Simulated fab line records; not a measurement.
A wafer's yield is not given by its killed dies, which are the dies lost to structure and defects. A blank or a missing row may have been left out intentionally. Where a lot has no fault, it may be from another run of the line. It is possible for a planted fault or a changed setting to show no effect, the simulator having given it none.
Split-lot study ; flow sky130 ; 5 lots, 16 wafers read, on a route of 708 steps

## SPLIT DETAILS
At SKY_VIA4_CMP_02 (polishes SiO2), the setting leaveAboveRefNm was moved away from the recipe's 580 nm on 4 of the 16 wafers read, by -6.1% to -3.5%. For the rest of the wafers, this setting stayed at what the recipe calls for.

The reading is taken at the split's own step.

## THE READING
SiO2_of_VIA4_HDPCVD_00.thkNm (the simulator's own value, which no gauge read), in nm, at SKY_VIA4_CMP_02 (polishes SiO2). The file gives no usual value for it. Average 580.0 nm, standard deviation 1.3 nm, over the 12 wafers here run with the recipe.

wafer;tool, chamber at the split;leaveAboveRefNm as run, nm;against the recipe;SiO2_of_VIA4_HDPCVD_00.thkNm, nm;against lot-mates on the recipe
L074.2;cmp-02, 3;580;recipe;581.7;-
L074.1;cmp-02, 0;559.8;-3.5%;559.8;-21.4
L074.5;cmp-02, 1;580;recipe;580.7;-
L075.1;cmp-02, 2;580;recipe;578.5;-
L075.4;cmp-02, 3,2;580;recipe;579;-
L075.5;cmp-02, 3,2;580;recipe;579;-
L077.1;cmp-02, 1;580;recipe;578.6;-
L077.6;cmp-02, 1;580;recipe;579.6;-
L080.4;cmp-02, 2;544.6;-6.1%;542.9;-36.2
L080.3;cmp-02, 3;544.6;-6.1%;544.7;-34.4
L080.2;cmp-02, 0;544.6;-6.1%;544.9;-34.2
L080.6;cmp-02, 1;580;recipe;578.4;-
L080.5;cmp-02, 2;580;recipe;579.8;-
L084.1;cmp-01, 1;580;recipe;580.8;-
L084.3;cmp-01, 3;580;recipe;581.6;-
L084.6;cmp-01, 1;580;recipe;581.8;-
The file does not say which wafer passed through which chamber wherever a row lists several chambers: such a row stands for several wafers.

THE FIT
A straight line over all 16 wafers: SiO2_of_VIA4_HDPCVD_00.thkNm changes by +5.86 nm for each +1% of leaveAboveRefNm; r = +1.00; the points scatter about the line by 1.2 nm.
The same after taking each lot's own level away (the mean of its wafers on the recipe; 16 wafers): +5.76 nm for each +1%; r = +1.00; scatter 0.71 nm.
Per that fit: largest leaveAboveRefNm move, reading shift of 35 nm.
The lots' own levels span 578.83 to 581.40 nm, that is 2.1 times the standard deviation above.
Consequently the slope shifts little with the lot-to-lot level, the two slopes agreeing.
Check: -34.7 nm against its lot-mates is what the line predicts for one of the wafers moved furthest among these (-6.1%) when that wafer is left out of the fit. Against them it came out at -36.2 nm.

## FURTHER SPLITS ON THESE WAFERS
Other splits were also applied to these wafers ahead of the reading. Each is held against what the fit with the lots' levels taken away leaves over:
other split on the same wafers;wafers away from the commonest value;r with SiO2_of_VIA4_HDPCVD_00.thkNm (lot level and that fit taken away)
SKY_VIA2_COAT_07 spinRpm;4;+0.27
SKY_VIA2_ETCH_15 timeS;5;-0.25
SKY_VIA2_CVD_21 tempC;6;-0.15
SKY_CAPM_COAT_07 resistThkNm;5;-0.40
SKY_VIA3_CVD_21 pressureTorr;6;-0.11
SKY_METAL4_SPUTTER_03 powerW;5;+0.71
SKY_CAP2M_EXPOSE_09 doseMj;2;+0.20

## FILE'S OWN FIT
SiO2_of_VIA4_HDPCVD_00.thkNm changes by +5.79 nm for each +1% of leaveAboveRefNm, r = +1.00.
